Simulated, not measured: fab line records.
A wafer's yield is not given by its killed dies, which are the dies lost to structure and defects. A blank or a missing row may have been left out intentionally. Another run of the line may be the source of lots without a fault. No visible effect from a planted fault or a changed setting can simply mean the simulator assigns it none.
Matching of chambers | flow sky130 | SKY_CONTACT_CMP_04 on cmp-01: 4 sister chambers
The step polishes SiO2. 16 wafers are shown with their chamber, then 7 later ones without.

## EACH WAFER AND ITS CHAMBER
wafer  | chamber | motor current A (A) | time to endpoint s (s)
L137.1 | 1       | 13.7                | 82
L137.5 | 0       | 9.7                 | 80
L137.6 | 1       | 13.0                | 80
L138.2 | 3       | 10.5                | 83
L138.4 | 2       | 11.0                | 76
L138.6 | 2       | 11.1                | 81
L141.1 | 0       | 9.4                 | 87
L141.2 | 1       | 13.4                | 87
L141.6 | 3       | 10.7                | 86
L143.3 | 3       | 11.0                | 81
L143.4 | 0       | 9.5                 | 82
L143.5 | 3       | 11.0                | 81
L145.1 | 2       | 11.1                | 81
L145.2 | 3       | 11.2                | 80
L145.5 | 2       | 11.2                | 86
L147.1 | 1       | 12.8                | 86

SIGNATURES (averages over the wafers above)
reading            | chamber 0 | chamber 1 | chamber 2 | chamber 3 | scatter within a chamber
motor current A    | 9.533     | 13.225    | 11.100    | 10.880    | 0.268
time to endpoint s | 83.00     | 83.75     | 81.00     | 82.20     | 3.31
Rule: for each reading, subtract the chamber's mean from the wafer's reading, divide by that reading's scatter and square the result; add these up over the readings and take the root, which gives the wafer's distance from the chamber. If the next closest chamber is less than 2 further off than the closest, the wafer can't be placed; otherwise it belongs to the closest. The scatter: take each reading less its chamber's mean, square it, sum over the shown wafers, divide by the number of wafers less the number of chambers, and take the root.

## WAFERS WHOSE CHAMBER IS MISSING
wafer  | motor current A (A) | time to endpoint s (s)
L147.2 | 9.2                 | 87
L147.3 | 11.1                | 87
L153.3 | 12.5                | 92
L153.4 | 11.2                | 87
L153.6 | 13.0                | 90
L155.5 | 9.2                 | 84
L155.6 | 11.4                | 67

## CHAMBER TAKEN BY EACH
wafer  | from the rows above     | in truth
L147.2 | 0                       | 0
L147.3 | can't be placed: 3 or 2 | 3
L153.3 | 1                       | 1
L153.4 | can't be placed: 2 or 3 | 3
L153.6 | 1                       | 1
L155.5 | 0                       | 0
L155.6 | can't be placed: 2 or 3 | 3
4 of 7 placed correctly. From these rows, 3 cannot be placed; in 3 the true chamber is one of the candidates. 0 placed wrongly.
